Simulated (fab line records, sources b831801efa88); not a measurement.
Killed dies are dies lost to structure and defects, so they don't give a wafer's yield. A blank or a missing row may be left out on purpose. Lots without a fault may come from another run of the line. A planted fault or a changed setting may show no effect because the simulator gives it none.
Which tool did it? | flow gf180mcu | 14 lots, 42 wafers sampled, at 4 steps of a route of 602

WHAT THE GAUGES READ, wafer by wafer
GF_VT_IMPLANT_TW_MEAS_10.
lot  | measured     | on            | VT_IMPLANT_TW
L212 | day 5 21:28  | film_metro-03 | 569 570 569
L214 | day 6 03:39  | film_metro-03 | 571 574 573
L213 | day 6 05:04  | film_metro-01 | 573 574 578
L217 | day 7 00:18  | film_metro-02 | 553 557 559
L218 | day 7 03:48  | film_metro-01 | 577 575 574
L219 | day 7 09:16  | film_metro-02 | 552 552 554
L220 | day 7 14:39  | film_metro-03 | 578 577 578
L221 | day 7 21:00  | film_metro-02 | 557 555 558
L224 | day 8 15:43  | film_metro-03 | 572 574 574
L226 | day 9 09:21  | film_metro-01 | 566 574 572
L227 | day 9 14:45  | film_metro-02 | 556 557 558
L231 | day 10 15:48 | film_metro-01 | 568 573 570
L232 | day 10 20:54 | film_metro-02 | 554 554 554
L233 | day 10 23:34 | film_metro-01 | 571 569 570

GF_POLY_GATE_CD_MEAS_10: target cd 280 nm.
lot  | measured     | on        | cd_nm (nm)
L212 | day 9 12:29  | cd_sem-02 | 281.5 280.3 280.0
L214 | day 9 17:04  | cd_sem-01 | 278.2 279.4 278.9
L213 | day 9 19:34  | cd_sem-01 | 282.2 281.0 281.3
L217 | day 10 17:16 | cd_sem-01 | 281.4 281.0 279.6
L218 | day 11 02:13 | cd_sem-02 | 279.1 280.0 279.5
L219 | day 11 05:52 | cd_sem-02 | 280.6 280.9 280.4
L220 | day 11 09:43 | cd_sem-01 | 281.0 281.6 280.1
L221 | day 11 20:46 | cd_sem-01 | 281.3 280.6 280.4
L224 | day 12 17:26 | cd_sem-01 | 278.3 277.8 278.2
L226 | day 13 13:34 | cd_sem-02 | 278.1 279.2 277.8
L227 | day 13 18:25 | cd_sem-01 | 280.7 281.5 280.8
L231 | day 15 00:04 | cd_sem-01 | 281.0 280.7 280.2
L232 | day 15 06:19 | cd_sem-01 | 280.2 280.3 279.7
L233 | day 15 08:40 | cd_sem-02 | 281.7 280.8 280.4

WHICH TOOL RAN EACH LOT (tool, then ch and the chambers of the sampled wafers, then the start)
lot  | GF_VT_IMPLANT_STRIP_31               | GF_POLY_GATE_SOFTBAKE_06
L212 | plasma_asher-03 ch 1, day 7 04:27    | litho_track-03 ch 0, day 9 03:00
L214 | plasma_asher-02 ch 0,1, day 7 09:52  | litho_track-02 ch 0, day 9 08:00
L213 | plasma_asher-01 ch 0,1, day 7 12:24  | litho_track-02 ch 0, day 9 10:00
L217 | plasma_asher-03 ch 1, day 8 07:15    | litho_track-02 ch 0, day 10 08:00
L218 | plasma_asher-03 ch 0,1, day 8 12:27  | litho_track-03 ch 0, day 10 17:00
L219 | plasma_asher-02 ch 0,1, day 8 16:35  | litho_track-02 ch 0, day 10 20:00
L220 | plasma_asher-03 ch 0,1, day 8 22:45  | litho_track-02 ch 0, day 11 00:00
L221 | plasma_asher-01 ch 0,1, day 9 06:36  | litho_track-02 ch 0, day 11 11:00
L224 | plasma_asher-01 ch 0,1, day 10 02:51 | litho_track-03 ch 0, day 12 07:00
L226 | plasma_asher-03 ch 0,1, day 10 21:16 | litho_track-03 ch 0, day 13 03:00
L227 | plasma_asher-02 ch 0,1, day 11 02:04 | litho_track-04 ch 0, day 13 08:00
L231 | plasma_asher-02 ch 0,1, day 12 05:12 | litho_track-02 ch 0, day 14 12:00
L232 | plasma_asher-03 ch 0,1, day 12 11:15 | litho_track-02 ch 0, day 14 19:00
L233 | plasma_asher-03 ch 0,1, day 12 13:03 | litho_track-04 ch 0, day 14 22:00
- GF_VT_IMPLANT_STRIP_31: strips in O2/N2.
- GF_POLY_GATE_SOFTBAKE_06: time 60 s.

WHAT THE TOOLS THEMSELVES READ (means of the sampled wafers that have a number; where no wafer has one, the mark that the record gives instead)
GF_VT_IMPLANT_STRIP_31.
lot  | tool            | drypump_motor_current_A (A) | heater_power_w (W) | oes_product_au (a.u.) | strip_time_to_endpoint_s (s)
L212 | plasma_asher-03 | 5.7                         | 323                | 0.715                 | 12.67
L214 | plasma_asher-02 | 5.9                         | 312                | 0.716                 | 12.62
L213 | plasma_asher-01 | 5.6                         | 328                | 0.711                 | 12.62
L217 | plasma_asher-03 | 5.7                         | 327                | 0.717                 | 12.63
L218 | plasma_asher-03 | 5.4                         | 339                | 0.718                 | 12.58
L219 | plasma_asher-02 | 6.1                         | 308                | 0.717                 | 12.69
L220 | plasma_asher-03 | 5.6                         | 329                | 0.716                 | 12.60
L221 | plasma_asher-01 | 5.6                         | 328                | 0.715                 | 12.64
L224 | plasma_asher-01 | 5.6                         | 329                | 0.714                 | 12.59
L226 | plasma_asher-03 | 5.6                         | 333                | 0.716                 | 12.66
L227 | plasma_asher-02 | 6.1                         | 313                | 0.718                 | 12.65
L231 | plasma_asher-02 | 6.1                         | 314                | 0.719                 | 12.58
L232 | plasma_asher-03 | 5.4                         | 344                | 0.711                 | 12.65
L233 | plasma_asher-03 | 5.6                         | 334                | 0.712                 | 12.65

GF_POLY_GATE_SOFTBAKE_06.
lot  | tool           | chill_plate_temp_C (C) | plate_temp_C (C) | run_length_s (s)
L212 | litho_track-03 | 22.93                  | 129.87           | 88.89
L214 | litho_track-02 | 22.95                  | 129.82           | 89.03
L213 | litho_track-02 | 22.93                  | 129.86           | 88.97
L217 | litho_track-02 | 23.00                  | 129.81           | 88.93
L218 | litho_track-03 | 22.90                  | 130.07           | 88.81
L219 | litho_track-02 | 22.97                  | 130.14           | 88.93
L220 | litho_track-02 | 23.16                  | 130.18           | 88.95
L221 | litho_track-02 | 22.99                  | 129.92           | 88.95
L224 | litho_track-03 | 23.19                  | 129.99           | 98.61
L226 | litho_track-03 | 23.10                  | 130.18           | 98.70
L227 | litho_track-04 | 23.12                  | 129.93           | 89.04
L231 | litho_track-02 | 23.06                  | 130.05           | 88.99
L232 | litho_track-02 | 22.97                  | 130.04           | 88.91
L233 | litho_track-04 | 22.99                  | 130.18           | 88.93

THE ANSWER, worked out from the rows above alone
Rule: what is usual is taken from the lots themselves. Put in order of their means at a reading, lots are off if they are a third of the lots or fewer, leave a main group of 4 or more, and stand apart from it by a gap of 3 or more times the standard deviation of the main group's means; of several such gaps the widest counts. A main group whose means are all the same, to the digits that the tables above print for the reading, isn't used. A lot without any number at a reading at which 4 lots or more have one is off too. The other lots that the step has rows for count as sound. The gauges are gone through in route order, then the tools' own readings, and for those a lot's mean is taken as printed above. The first step at which some lot is off is used, and at that step the reading that is off furthest; a lot without a number counts as furthest.
Off: L224, L226, at GF_POLY_GATE_SOFTBAKE_06 (run_length_s). The main group: mean 88.94 s, standard deviation 0.059.
A tool fits if, at that step or a process step before it, it ran every lot that is off, and no sound lot after the first of them. One fits: litho_track-03 at GF_POLY_GATE_SOFTBAKE_06. Its last sound lot is L218 (day 10 17:00), its first lot that is off L224 (day 12 07:00): a fault that began between those two fits.
The tool's own readings at GF_POLY_GATE_SOFTBAKE_06 bear it out: on the lots that are off they differ by more than 5 times the standard deviation of the sound lots' means. run_length_s reads 98.66 s there against 88.94 s on the sound lots.

WHAT THE SIMULATOR HAD PUT IN
Process parameter drift: litho_track-03, from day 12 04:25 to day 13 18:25, at GF_POLY_GATE_SOFTBAKE_06. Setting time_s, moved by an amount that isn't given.
Lots struck among those shown: L224, L226. The rule above found the same.
